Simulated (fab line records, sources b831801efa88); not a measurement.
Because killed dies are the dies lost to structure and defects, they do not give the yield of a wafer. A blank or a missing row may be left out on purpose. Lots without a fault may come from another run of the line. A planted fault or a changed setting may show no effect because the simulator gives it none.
The same fault as seen by 2 desks	flow sky130	what lay behind the numbers comes last; until then each desk has only its own

AT THE METROLOGY DESK
What the gauges read, lot by lot, whatever tool the lot ran on: means of the sampled wafers that have a number. If a lot's mean is further than 4 standard deviations from the usual mean, the lot is out of limits and carries the mark OUT (the distance appears in the brackets).
Columns: A = VIA3_W_THK at SKY_VIA3_THK_MEAS_23, usual 397 nm; B = METAL4_OVL at SKY_METAL4_OVL_MEAS_14, usual -2 nm
lot	first seen here	A	B
L558	day 41 04:00	388	-2
L559	day 41 13:03	394	-6
L560	day 41 17:28	406	3
L561	day 41 17:43	408	-4
L562	day 41 21:27	404	-5
L563	day 42 06:34	391	-2
L564	day 42 13:25	408	0
L565	day 43 01:03	396	-9
L567	day 43 04:45	398	3
L568	day 43 13:41	395	-5
L575	day 45 20:28	402	1
L577	day 46 00:18	399	3
L576	day 46 00:40	401	-5
Result from this desk: across the 13 lots, nothing is out of limits.

THE TOOL OWNER'S DESK: pvdSputter-04
The tool's own readings at SKY_METAL4_SPUTTER_03 (material Ti, target thk 5 nm, time 3.3 s): means of the sampled wafers that have a number, for each lot that ran on this tool. If a lot's mean is further than 4 standard deviations from the usual mean, the lot is out of limits and carries the mark OUT (the distance appears in the brackets).
Columns: A = cathodeDcPowerW at SKY_METAL4_SPUTTER_03, usual 3000.0 W; B = throttleValvePct at SKY_METAL4_SPUTTER_03, usual 29.9 %
lot	first seen here	A	B
L558	day 41 04:26	3000.6	30.1
L560	day 41 17:55	3000.4	30.9
L561	day 41 18:13	2999.8	30.7
L562	day 41 21:54	2999.7	30.9
L563	day 42 07:00	3000.0	30.7
L564	day 42 13:51	2921.5 (-99 or more) OUT	30.2
L568	day 43 14:08	2921.4 (-99 or more) OUT	30.7
L577	day 46 00:44	3000.4	31.2
This desk's finding: out of limits on L564, L568; first on L564, day 42 13:51 (cathodeDcPowerW at SKY_METAL4_SPUTTER_03). L558, L560, L561, L562, L563, L577 stayed within limits.

ALL TOGETHER
The tool owner's desk could have raised an alarm at day 42 13:51, on L564, L568.
Nothing out of limits was seen by the metrology desk.
The metrology desk holds a record of L564, L568, inside its limits.
On pvdSputter-04, each named lot ran SKY_METAL4_SPUTTER_03.

WHAT HAD BEEN PUT IN BY THE SIMULATOR
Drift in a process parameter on pvdSputter-04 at SKY_METAL4_SPUTTER_03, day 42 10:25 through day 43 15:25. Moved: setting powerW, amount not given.
Struck lots among those shown: L564, L568.
Each desk's first reading out of limits, in hours after the fault started: the tool owner's desk, 3.
